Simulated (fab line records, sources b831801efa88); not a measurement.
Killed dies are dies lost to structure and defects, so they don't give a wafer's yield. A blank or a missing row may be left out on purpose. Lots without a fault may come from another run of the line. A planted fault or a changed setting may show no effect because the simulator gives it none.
A struck lot beside a sound one | flow sky130 | 32 steps out of a route of 708
Sound: wafers L916.1, L916.4, L916.5. Struck: wafers L929.1, L929.4, L929.6. The cause comes at the end.
At each step with rows: each side's tool, then ch and its chambers, then its first start. Under that, the readings that differ: sound wafers | struck wafers | difference of the means | sigmas: that difference in standard deviations of wafers without a fault.
alike: readings whose means differ by less than 2 such deviations, and words and numbers that are the same on both sides. not compared: withheld readings, readings that some wafer has no value for, bounds like >300 that may hide the same value, and numbers for which the record gives no deviation and whose values overlap.
The two part at a step that has a row with sigmas, a row that says differs or no value, or rows on one side only. Numbers that don't overlap but have no deviation are shown without sigmas and don't part them. A reading that every wafer of one side lacks parts them only if that side has two wafers or more.

SKY_FIELD_ISO_BOW_MEAS_00:
  sound on film_metro-02, day 2 21:00; struck on film_metro-02, day 5 14:00
  alike: INCOMING_BOW
SKY_FIELD_ISO_OXIDATION_01: stabilise 600 s, purge 300 s, target thk 12 nm.
  sound on furnace-02 ch 0, day 2 21:13; struck on furnace-02 ch 0, day 5 14:51
  reading                                          | sound             | struck            | difference | sigmas
  model.SiO2_of_FIELD_ISO_OXIDATION_01.thk_nm (nm) | 12.02 12.06 12.29 | 13.58 13.67 13.62 | +1.50      |
  alike: tube_center_temp_C_max
SKY_FIELD_ISO_THK_MEAS_02:
  sound on film_metro-03, day 2 22:43; struck on film_metro-02, day 5 16:22
  reading                         | sound             | struck            | difference | sigmas
  FIELD_ISO_OXIDATION_00_THK (nm) | 12.00 12.09 12.27 | 13.60 13.66 13.63 | +1.51      | +6
then, 1 step without rows for these wafers: SKY_FIELD_ISO_CVD_03 (deposits Si3N4 from DCS/NH3, target thk 165 nm, time 2830 s).
SKY_FIELD_ISO_THK_MEAS_04:
  sound on film_metro-02, day 3 05:16; struck on film_metro-03, day 5 18:13
  alike: FIELD_ISO_CVD_03_THK
then, 8 steps without rows for these wafers: SKY_FIELD_ISO_DEHYDRATE_05 (time 60 s); SKY_FIELD_ISO_HMDS_06 (prime time 60 s); SKY_FIELD_ISO_COAT_07 (resist thk 60 nm); SKY_FIELD_ISO_COAT_08 (resist thk 450 nm); SKY_FIELD_ISO_SOFTBAKE_09 (time 90 s); SKY_FIELD_ISO_EXPOSE_10 (exposes mask FOM, target cd 150 nm); SKY_FIELD_ISO_PEB_11; SKY_FIELD_ISO_DEVELOP_12 (develop time 60 s).
SKY_FIELD_ISO_CD_MEAS_13: target cd 150 nm.
  sound on cd_sem-02, day 3 21:38; struck on cd_sem-01, day 6 13:00
  alike: cd_nm
SKY_FIELD_ISO_ETCH_14: etches BARC in N2/H2, stops on SiO2, time 45.9 s, target depth 60 nm.
  sound on rie_diel-01 ch 1,2, day 3 21:45; struck on rie_diel-01 ch 0,2, day 6 13:07
  alike: drypump_motor_current_A, oes_product_au, throttle_valve_pct
  not compared: rf_hours_counter_h
SKY_FIELD_ISO_ETCH_15: etches the open film in CHF3/O2, stops on Si, target depth 180 nm, time 72 s.
  sound on rie_diel-01 ch 1,2, day 3 21:47; struck on rie_diel-01 ch 0,2, day 6 13:11
  alike: drypump_motor_current_A, oes_product_au, throttle_valve_pct
  not compared: rf_hours_counter_h
SKY_FIELD_ISO_STRIP_16: strips in O2/N2.
  sound on plasma_asher-02 ch 0, day 3 21:51; struck on plasma_asher-04 ch 0,1, day 6 13:16
  alike: drypump_motor_current_A, oes_product_au, strip_time_to_endpoint_s
  not compared: rf_hours_counter_h
SKY_FIELD_ISO_ETCH_17: etches Si in HBr/Cl2/O2, target depth 342 nm, time 97.7 s.
  sound on rie_si-01 ch 0,2,3, day 3 21:57; struck on rie_si-02 ch 2,3, day 6 13:22
  reading                | sound                | struck               | difference | sigmas
  oes_product_au (a.u.)  | 1.033 1.028 1.013    | 0.968 1.014 0.988    | -0.035     | -3
  throttle_valve_pct (%) | 25.644 25.624 25.643 | 25.677 25.640 25.663 | +0.023     | +2
  alike: drypump_motor_current_A
  not compared: rf_hours_counter_h
then, 5 steps without rows for these wafers: SKY_FIELD_ISO_WET_ETCH_18 (etches Si3N4 in H3PO4, target depth 25 nm, time 286 s); SKY_FIELD_ISO_CLEAN_19 (cleans in SC1/SC2, time 150 s); SKY_FIELD_ISO_CLEAN_20 (cleans in dHF, time 20 s); SKY_FIELD_ISO_WET_ETCH_21 (etches SiO2 in dHF, target depth 20 nm, time 400 s); SKY_FIELD_ISO_OXIDATION_22 (stabilise 600 s, purge 300 s, target thk 10 nm).
SKY_FIELD_ISO_THK_MEAS_23:
  sound on film_metro-02, day 4 00:00; struck on film_metro-02, day 6 19:55
  alike: FIELD_ISO_OXIDATION_01_THK
then, 1 step without rows for these wafers: SKY_FIELD_ISO_CVD_24 (deposits SiO2, target thk 595 nm, time 99.2 s).
SKY_FIELD_ISO_THK_MEAS_25:
  sound on film_metro-04, day 4 00:08; struck on film_metro-03, day 6 20:07
  alike: FIELD_ISO_CVD_24_THK
then, 1 step without rows for these wafers: SKY_FIELD_ISO_ANNEAL_26 (time 1800 s).
SKY_FIELD_ISO_CMP_27: polishes, stops on Si3N4, t overpolish 16 s, target thk 457.8 nm.
  sound on cmp-02 ch 1,2, day 4 01:44; struck on cmp-01 ch 0,2, day 7 03:02
  alike: motor_current_A
then, 1 step without rows for these wafers: SKY_FIELD_ISO_WET_ETCH_28 (etches SiO2 in dHF, target depth 23.7 nm, time 47 s).
SKY_FIELD_ISO_WET_ETCH_29: etches Si3N4 in H3PO4, target depth 160 nm, time 1825 s.
  sound on wet_bench-03 ch 3, day 4 02:01; struck on wet_bench-04 ch 1, day 7 03:22
  reading                                          | sound             | struck            | difference | sigmas
  model.SiO2_of_FIELD_ISO_OXIDATION_01.thk_nm (nm) | 11.71 11.75 11.98 | 13.25 13.34 13.29 | +1.48      |
  alike: temp_c
then, 2 steps without rows for these wafers: SKY_FIELD_ISO_WET_ETCH_30 (etches SiO2 in dHF, target depth 25 nm, time 50 s); SKY_PAD_OPEN_PROBE_99.

WHERE THEY PART
First at SKY_FIELD_ISO_THK_MEAS_02; last, within this record, at SKY_FIELD_ISO_ETCH_17. Later steps at which nothing parts them and some readings are alike: SKY_FIELD_ISO_THK_MEAS_23, SKY_FIELD_ISO_THK_MEAS_25, SKY_FIELD_ISO_CMP_27, SKY_FIELD_ISO_WET_ETCH_29.

WHY: what the simulator had put in
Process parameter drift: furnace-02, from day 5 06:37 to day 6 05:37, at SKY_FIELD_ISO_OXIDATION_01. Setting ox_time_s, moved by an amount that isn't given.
